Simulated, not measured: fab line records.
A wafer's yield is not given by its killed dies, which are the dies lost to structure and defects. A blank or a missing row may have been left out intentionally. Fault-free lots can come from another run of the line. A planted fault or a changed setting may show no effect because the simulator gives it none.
A struck lot beside a sound one / flow sky130 / 15 steps out of a route of 708
Sound: the wafers L671.2, L671.4, L671.6. Struck: wafer L680.5 (L680.2, L680.6, from the same lot, were not struck and are left out); the cause is given at the end.
Order at every step that has rows: each side's tool, ch and its chambers, its first start. Under that, the readings that differ: sound wafers / struck wafers / difference of the means / sigmas: that difference in standard deviations of wafers without a fault.
alike: same words and numbers on both sides, and readings whose means sit less than 2 such deviations apart. not compared: any withheld reading, any reading some wafer has no value for, any bound like >300 that may hide the same value, and any number with overlapping values for which the record gives no deviation.
Wherever a step has rows on one side only, a row that says differs or no value, or a row with sigmas, the two part there. Non-overlapping numbers with no deviation appear without sigmas and do not part them. Lack of a reading on every wafer of one side parts them only where that side has two or more wafers.

first, 2 steps without rows for these wafers: SKY_VIA4_PEB_09; SKY_VIA4_DEVELOP_10 (develop time 60 s).
SKY_VIA4_OVL_MEAS_11:
  sound on overlay-01 at day 43 09:50; struck on overlay-02 at day 45 21:27
reading=VIA4_OVL (nm); sound=2.4 3.5 4.2; struck=-0.5; difference=-3.9; sigmas=-2
SKY_VIA4_ETCH_12: etches SiO2 in C4F8/O2/Ar, stops on TiN, target depth 580 nm.
  sound on rie_diel-02 ch 0,1,2, day 43 09:52; struck on rie_diel-04 ch 1, day 45 21:29
  alike: oes_product_au
SKY_VIA4_STRIP_13: strips in O2/N2.
  sound on plasma_asher-01 ch 0,1, day 43 09:57; struck on plasma_asher-01 ch 0, day 45 21:33
  alike: drypump_motor_current_A, oes_product_au, strip_time_to_endpoint_s
  not compared: rf_hours_counter_h
then, 3 steps without rows for these wafers: SKY_VIA4_STRIP_14 (strips in post etch residue remover, time 1200 s); SKY_VIA4_CLEAN_15 (cleans in IPA, time 180 s); SKY_VIA4_CLEAN_16 (cleans in O3/DIW).
SKY_VIA4_SPUTTER_17: material TiN, target thk 20 nm, time 80 s.
  sound on pvd_sputter-04 at day 43 10:32; struck on pvd_sputter-03 at day 45 22:11
  alike: throttle_valve_pct
SKY_VIA4_CVD_18: deposits W, target thk 505 nm, time 152.14 s.
  sound on cvd_w-02 ch 0, day 43 10:36; struck on cvd_w-01 ch 1, day 45 22:15
reading=heater_power_w (W); sound=766 766 760; struck=894; difference=+130; sigmas=+2
  alike: susceptor_temp_C
  not compared: since_wet_clean_h
SKY_VIA4_RS_MEAS_19: the measuring method here is four-point-probe.
  sound on film_metro-01 at day 43 10:46; struck on film_metro-03 at day 45 22:25
  alike: VIA4_W_RS
SKY_VIA4_THK_MEAS_20: measures by xrf.
  sound on film_metro-01 at day 43 10:53; struck on film_metro-03 at day 45 22:32
  alike: VIA4_W_THK
SKY_VIA4_CMP_21: polishes, stops on SiO2, t overpolish 25 s, target thk 0 nm.
  sound on cmp-01 ch 1,2,3, day 43 11:02; struck on cmp-01 ch 0, day 45 22:35
reading=platen_rpm (rpm); sound=60.02 59.96 60.02; struck=66.03; difference=+6.03; sigmas=+99 or more
  alike: motor_current_A, overpolish_run_s, time_to_endpoint_s
SKY_METAL5_SPUTTER_00: material Ti, target thk 15 nm, time 10 s.
  sound on pvd_sputter-03 at day 43 11:14; struck on pvd_sputter-02 at day 45 22:53
  alike: throttle_valve_pct
-- the record jumps here: 3 days lie between the struck wafers' starts before and after (it left off in module METAL5 and takes up again in module PAD_OPEN, whose first step shown is number 708 of the route) --
SKY_PAD_OPEN_PROBE_99:
  sound on prober-01 at day 46 07:08; struck on prober-02 at day 48 13:49
reading=sort_bin_3_pad_short (%); sound=1.6 1.0 1.4; struck=0.4; difference=-0.9; sigmas=-2
  alike: defect_limited_yield, killed_at_M0_to_M3, killed_at_M4_up, killed_at_contacts, killed_at_front_end, killed_at_other, killed_dies, killed_open, killed_short, sort_bin_5_function, sort_bin_6_memory, sort_n_pass, sort_yield_pct

== WHERE THEY PART ==
Last at SKY_PAD_OPEN_PROBE_99 as far as this record goes, first at SKY_VIA4_OVL_MEAS_11.

WHY: the cause the simulator had injected
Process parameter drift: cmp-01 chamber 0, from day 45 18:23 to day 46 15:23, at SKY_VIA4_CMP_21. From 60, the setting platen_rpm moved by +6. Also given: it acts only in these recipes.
